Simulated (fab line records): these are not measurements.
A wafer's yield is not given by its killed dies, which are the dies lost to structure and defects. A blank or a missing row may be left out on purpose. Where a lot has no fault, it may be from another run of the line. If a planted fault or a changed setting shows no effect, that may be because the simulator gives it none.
fab line records | flow gf180mcu
record lots=14 | wafers=42 | lastDay=34
route steps=602 shown V3@453 M4@460
lots that met no fault: taken from a fault-free run of the same line
startH: start of the lot's first displayed wafer, in hours after the record's first day | waitH: how many hours have passed since the lot's step before this one | " the same as in the row above | L1.1+2: a row that stands for several wafers | - value missing, or start not given | * or withheld: withheld | < > ~ a bound
route shown NAME@n: a module of which the file shows steps, and the number in the route of the first | usual: mean/standard deviation of fault-free wafers | same: alike in all rows | chamber/n: place in a boat | sites: readings site by site | _std_site: their standard deviation | _edge_site: outer sites' mean less inner sites' | radiusMm: how far each site lies from the wafer's centre | mask NAME#n: copy n | behind: tool/chamber where the wafer was last shaped | hold: reason for holding the lot/hours on hold/outcome of the hold | device: whichever transistor did not switch (one of n, p or np) | end of line: tests of these same wafers at the route's end | a step given without rows: its recipe and nothing more | killed: not the wafer's yield, but the dies lost to structure and defects at the first sort | map: dies across one wafer; x = killed, . = not, _ = none there
set.NAME: the setting that was run; set.NAME@STEP: the one run at that earlier step | model.NAME: the simulator's own value behind a step, which no gauge read
steps of the route over a sample of lots; a table a step, a row a wafer
services: when a tool's chamber went out of use (startH, in hours from the record's first day, below 0 if earlier), for how many hours, and the reason
## steps
# step GF_V3_RS_MEAS_24
# recipe thkMeasGauge=four-point-probe | reads=W_of_V3_CVD_23+TiN_of_V3_SPUTTER_22+Ti_of_V3_SPUTTER_21
# usual V3_W_RS=0.331/0.0038
lot.wafer | tool         | chamber | startH | waitH | V3_W_RS[ohm/sq]
L744.1    | filmMetro-04 | -       | 515.62 | 0.1   | 0.338
L744.2    | "            | -       | "      | "     | 0.336
L744.6    | "            | -       | "      | "     | 0.334
L745.1    | filmMetro-04 | -       | 525.81 | 0.1   | 0.327
L745.3    | "            | -       | "      | "     | 0.328
L745.6    | "            | -       | "      | "     | 0.328
L746.1    | filmMetro-01 | -       | 529.57 | 0.1   | 0.330
L746.3    | "            | -       | "      | "     | 0.333
L746.5    | "            | -       | "      | "     | 0.333
L747.4    | filmMetro-04 | -       | 540.93 | 0.1   | 0.323
L747.5    | "            | -       | "      | "     | 0.329
L747.6    | "            | -       | "      | "     | 0.327
L755.1    | filmMetro-04 | -       | 606.53 | 0.1   | 0.333
L755.4    | "            | -       | "      | "     | 0.335
L755.6    | "            | -       | "      | "     | 0.335
L756.3    | filmMetro-02 | -       | 611.99 | 0.1   | 0.335
L756.4    | "            | -       | "      | "     | 0.336
L756.5    | "            | -       | "      | "     | 0.333
L757.4    | filmMetro-02 | -       | 618.03 | 0.1   | 0.335
L757.5    | "            | -       | "      | "     | 0.331
L757.6    | "            | -       | "      | "     | 0.332
L759.2    | filmMetro-02 | -       | 635.77 | 0.1   | 0.327
L759.3    | "            | -       | "      | "     | 0.324
L759.5    | "            | -       | "      | "     | 0.323
L761.1    | filmMetro-01 | -       | 653.75 | 0.1   | 0.325
L761.4    | "            | -       | "      | "     | 0.331
L761.5    | "            | -       | "      | "     | 0.331
L762.2    | filmMetro-02 | -       | 655.24 | 0.1   | 0.328
L762.3    | "            | -       | "      | "     | 0.321
L762.4    | "            | -       | "      | "     | 0.326
L763.3    | filmMetro-02 | -       | 659.30 | 0.1   | 0.331
L763.4    | "            | -       | "      | "     | 0.324
L763.5    | "            | -       | "      | "     | 0.332
L764.1    | filmMetro-04 | -       | 669.41 | 0.1   | 0.328
L764.2    | "            | -       | "      | "     | 0.333
L764.4    | "            | -       | "      | "     | 0.334
L766.1    | filmMetro-01 | -       | 683.03 | 0.1   | 0.334
L766.2    | "            | -       | "      | "     | 0.329
L766.6    | "            | -       | "      | "     | 0.335
L767.1    | filmMetro-01 | -       | 690.48 | 0.1   | 0.330
L767.2    | "            | -       | "      | "     | 0.328
L767.3    | "            | -       | "      | "     | 0.331
# step GF_M4_SPUTTER_04
# recipe material=TiN | targetThkNm=50 | powerW=6500 | timeS=41.7 | chamberPressurePa=0.4
# usual throttleValvePct=30.1/1.2
lot.wafer | tool          | chamber | startH | waitH | throttleValvePct
L744.1    | pvdSputter-03 | -       | 516.28 | 0.0   | 30.8
L744.2    | "             | -       | "      | "     | 31.2
L744.6    | "             | -       | "      | "     | 31.2
L745.1    | pvdSputter-03 | -       | 526.47 | 0.0   | 31.3
L745.3    | "             | -       | "      | "     | 28.2
L745.6    | "             | -       | "      | "     | 30.9
L746.1    | pvdSputter-03 | -       | 530.23 | 0.0   | 27.9
L746.3    | "             | -       | "      | "     | 30.6
L746.5    | "             | -       | "      | "     | 31.4
L747.4    | pvdSputter-01 | -       | 541.53 | 0.0   | 30.8
L747.5    | "             | -       | "      | "     | 28.3
L747.6    | "             | -       | "      | "     | 30.1
L755.1    | pvdSputter-01 | -       | 607.19 | 0.0   | 30.8
L755.4    | "             | -       | "      | "     | 30.8
L755.6    | "             | -       | "      | "     | 30.0
L756.3    | pvdSputter-02 | -       | 612.61 | 0.0   | 29.3
L756.4    | "             | -       | "      | "     | 31.2
L756.5    | "             | -       | "      | "     | 29.1
L757.4    | pvdSputter-03 | -       | 618.65 | 0.0   | 31.2
L757.5    | "             | -       | "      | "     | 28.0
L757.6    | "             | -       | "      | "     | 31.2
L759.2    | pvdSputter-01 | -       | 636.43 | 0.0   | 30.8
L759.3    | "             | -       | "      | "     | 28.4
L759.5    | "             | -       | "      | "     | 30.8
L761.1    | pvdSputter-03 | -       | 654.41 | 0.0   | 28.0
L761.4    | "             | -       | "      | "     | 30.7
L761.5    | "             | -       | "      | "     | 31.2
L762.2    | pvdSputter-02 | -       | 655.88 | 0.0   | 29.4
L762.3    | "             | -       | "      | "     | 29.0
L762.4    | "             | -       | "      | "     | 28.7
L763.3    | pvdSputter-01 | -       | 659.92 | 0.0   | 29.9
L763.4    | "             | -       | "      | "     | 31.0
L763.5    | "             | -       | "      | "     | 31.0
L764.1    | pvdSputter-03 | -       | 670.07 | 0.0   | 31.2
L764.2    | "             | -       | "      | "     | 31.3
L764.4    | "             | -       | "      | "     | 30.8
L766.1    | pvdSputter-02 | -       | 683.69 | 0.0   | 28.8
L766.2    | "             | -       | "      | "     | 29.3
L766.6    | "             | -       | "      | "     | 29.5
L767.1    | pvdSputter-03 | -       | 691.14 | 0.0   | 28.0
L767.2    | "             | -       | "      | "     | 31.1
L767.3    | "             | -       | "      | "     | 31.1
# step GF_M4_EXPOSE_11
# recipe maskId=Metal4 | targetCdNm=280 | na=0.68 | sourceShape=conventional | sigmaOuter=0.6 | doseMj=28
# usual exposureDoseMJCm2=27.995/0.023 | focusOffsetNm=-0.1/0.56 | na=0.68/0
lot.wafer | tool          | chamber | startH | waitH | mask     | exposureDoseMJCm2 | focusOffsetNm | na
L744.1    | krfScanner-02 | 0       | 527.79 | -     | Metal4#0 | 28.025            | 0.4           | 0.68
L744.2    | "             | 0       | "      | "     | Metal4#0 | 27.985            | 1.0           | 0.68
L744.6    | "             | 0       | "      | "     | Metal4#0 | 28.015            | 1.2           | 0.68
L745.1    | krfScanner-02 | 0       | 538.14 | -     | Metal4#0 | 27.996            | 0.9           | 0.68
L745.3    | "             | 0       | "      | "     | Metal4#0 | 28.006            | -0.2          | 0.68
L745.6    | "             | 0       | "      | "     | Metal4#0 | 27.984            | 0.0           | 0.68
L746.1    | krfScanner-01 | 0       | 541.58 | -     | Metal4#0 | 28.023            | -0.4          | 0.68
L746.3    | "             | 0       | "      | "     | Metal4#0 | 27.959            | -0.4          | 0.68
L746.5    | "             | 0       | "      | "     | Metal4#0 | 27.972            | 0.5           | 0.68
L747.4    | krfScanner-01 | 0       | 552.15 | -     | Metal4#0 | 28.004            | -1.6          | 0.68
L747.5    | "             | 0       | "      | "     | Metal4#0 | 28.029            | -0.7          | 0.68
L747.6    | "             | 0       | "      | "     | Metal4#0 | 28.013            | 0.1           | 0.68
L755.1    | krfScanner-01 | 0       | 617.02 | -     | Metal4#0 | 28.004            | 0.3           | 0.68
L755.4    | "             | 0       | "      | "     | Metal4#0 | 28.034            | -0.5          | 0.68
L755.6    | "             | 0       | "      | "     | Metal4#0 | 27.995            | 0.3           | 0.68
L756.3    | krfScanner-02 | -       | 624.05 | -     | Metal4#0 | -                 | -             | -
L756.4    | "             | -       | "      | "     | Metal4#0 | -                 | -             | -
L756.5    | "             | -       | "      | "     | Metal4#0 | -                 | -             | -
L757.4    | krfScanner-01 | -       | 629.40 | -     | Metal4#0 | -                 | -             | -
L757.5    | "             | -       | "      | "     | Metal4#0 | -                 | -             | -
L757.6    | "             | -       | "      | "     | Metal4#0 | -                 | -             | -
L759.2    | krfScanner-01 | 0       | 646.61 | -     | Metal4#0 | 28.035            | -0.6          | 0.68
L759.3    | "             | 0       | "      | "     | Metal4#0 | 27.954            | -1.6          | 0.68
L759.5    | "             | 0       | "      | "     | Metal4#0 | 27.960            | -0.9          | 0.68
L761.1    | krfScanner-02 | 0       | 664.09 | -     | Metal4#0 | 27.989            | 0.0           | 0.68
L761.4    | "             | 0       | "      | "     | Metal4#0 | 28.014            | 0.0           | 0.68
L761.5    | "             | 0       | "      | "     | Metal4#0 | 27.973            | -0.2          | 0.68
L762.2    | krfScanner-01 | 0       | 665.85 | -     | Metal4#0 | 27.990            | -0.4          | 0.68
L762.3    | "             | 0       | "      | "     | Metal4#0 | 27.973            | 0.6           | 0.68
L762.4    | "             | 0       | "      | "     | Metal4#0 | 27.991            | -0.4          | 0.68
L763.3    | krfScanner-02 | 0       | 669.71 | -     | Metal4#0 | 27.954            | -0.5          | 0.68
L763.4    | "             | 0       | "      | "     | Metal4#0 | 28.011            | -0.4          | 0.68
L763.5    | "             | 0       | "      | "     | Metal4#0 | 28.000            | 0.1           | 0.68
L764.1    | krfScanner-02 | 0       | 679.82 | -     | Metal4#0 | 27.972            | 0.2           | 0.68
L764.2    | "             | 0       | "      | "     | Metal4#0 | 27.982            | -0.4          | 0.68
L764.4    | "             | 0       | "      | "     | Metal4#0 | 27.979            | 0.1           | 0.68
L766.1    | krfScanner-01 | 0       | 693.34 | -     | Metal4#0 | 27.984            | -0.1          | 0.68
L766.2    | "             | 0       | "      | "     | Metal4#0 | 28.015            | -0.3          | 0.68
L766.6    | "             | 0       | "      | "     | Metal4#0 | 27.999            | 0.2           | 0.68
L767.1    | krfScanner-01 | 0       | 700.65 | -     | Metal4#0 | 27.980            | -0.8          | 0.68
L767.2    | "             | 0       | "      | "     | Metal4#0 | 28.007            | -0.5          | 0.68
L767.3    | "             | 0       | "      | "     | Metal4#0 | 28.007            | -1.0          | 0.68
# step GF_M4_OVL_MEAS_15
# usual M4_OVL=0/6.1
lot.wafer | tool       | chamber | startH | waitH | M4_OVL[nm]
L744.1    | overlay-02 | -       | 539.74 | 0.1   | -2
L744.2    | "          | -       | "      | "     | -7
L744.6    | "          | -       | "      | "     | -6
L745.1    | overlay-02 | -       | 548.92 | 0.1   | -12
L745.3    | "          | -       | "      | "     | -7
L745.6    | "          | -       | "      | "     | -13
L746.1    | overlay-02 | -       | 551.72 | 0.1   | 2
L746.3    | "          | -       | "      | "     | -4
L746.5    | "          | -       | "      | "     | -4
L747.4    | overlay-01 | -       | 562.98 | 0.1   | 8
L747.5    | "          | -       | "      | "     | 6
L747.6    | "          | -       | "      | "     | 10
L755.1    | overlay-02 | -       | 626.92 | 0.1   | -1
L755.4    | "          | -       | "      | "     | -2
L755.6    | "          | -       | "      | "     | -4
L756.3    | overlay-01 | -       | 633.72 | 0.1   | -
L756.4    | "          | -       | "      | "     | -
L756.5    | "          | -       | "      | "     | -
L757.4    | overlay-02 | -       | 639.28 | 0.1   | -
L757.5    | "          | -       | "      | "     | -
L757.6    | "          | -       | "      | "     | -
L759.2    | overlay-02 | -       | 656.41 | 0.1   | 11
L759.3    | "          | -       | "      | "     | 11
L759.5    | "          | -       | "      | "     | 4
L761.1    | overlay-01 | -       | 673.77 | 0.1   | -1
L761.4    | "          | -       | "      | "     | -10
L761.5    | "          | -       | "      | "     | -1
L762.2    | overlay-02 | -       | 675.49 | 0.1   | 8
L762.3    | "          | -       | "      | "     | 2
L762.4    | "          | -       | "      | "     | 3
L763.3    | overlay-02 | -       | 679.35 | 0.1   | -4
L763.4    | "          | -       | "      | "     | 2
L763.5    | "          | -       | "      | "     | -1
L764.1    | overlay-02 | -       | 689.36 | 0.1   | -4
L764.2    | "          | -       | "      | "     | 0
L764.4    | "          | -       | "      | "     | -4
L766.1    | overlay-02 | -       | 702.64 | 0.1   | -4
L766.2    | "          | -       | "      | "     | -5
L766.6    | "          | -       | "      | "     | -5
L767.1    | overlay-01 | -       | 709.69 | 0.1   | -2
L767.2    | "          | -       | "      | "     | -3
L767.3    | "          | -       | "      | "     | -2
## services
tool          | chamber | startH | hours | kind
krfScanner-01 | -       | 494.96 | 0.9   | repair
krfScanner-02 | -       | 496.96 | 0.8   | pm
krfScanner-02 | 0       | 499.95 | -     | calibration
krfScanner-01 | -       | 507.24 | 1.0   | pm
krfScanner-02 | -       | 510.28 | 2.7   | repair
krfScanner-02 | -       | 514.80 | 1.3   | pm
pvdSputter-02 | -       | 583.16 | 5.7   | repair
krfScanner-02 | -       | 601.70 | 1.0   | pm
krfScanner-02 | -       | 603.25 | 2.2   | repair
pvdSputter-02 | -       | 604.43 | 3.6   | repair
krfScanner-01 | -       | 609.53 | 0.8   | pm
krfScanner-01 | 0       | 627.53 | -     | calibration
krfScanner-01 | -       | 647.25 | 1.3   | pm
krfScanner-02 | -       | 665.76 | 0.8   | pm
krfScanner-01 | -       | 676.24 | 1.0   | pm
krfScanner-02 | 0       | 677.25 | -     | calibration
krfScanner-01 | -       | 679.75 | 0.4   | repair
krfScanner-02 | -       | 690.70 | 1.3   | pm
## key
firstSign step=GF_M4_EXPOSE_11 | reading=toolRecord | direction=missing
effect none on later readings
metAt GF_M4_EXPOSE_11
struckLots L756,L757
laterRowsLeftOut L756.3,L756.4,L756.5,L757.4,L757.5,L757.6
sortLeftOut L756.3,L756.4,L756.5,L757.4,L757.5,L757.6
notActingAt GF_V3_RS_MEAS_24,GF_M4_SPUTTER_04,GF_M4_OVL_MEAS_15
onsetBetween 617.02 624.05
fault kind=skippedStepWhole | tool=krfScanner-01,krfScanner-02 | chamber=- | onsetH=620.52 | steps=GF_M4_EXPOSE_11 | scope=struckLotsOnly
# sortLeftOut: the simulated sort isn't trusted on such a fault, so these wafers' sort isn't shown, and their yield isn't known
# laterRowsLeftOut: the simulator's readings of these wafers behind a module that went badly wrong aren't trusted and aren't shown, but for the sort
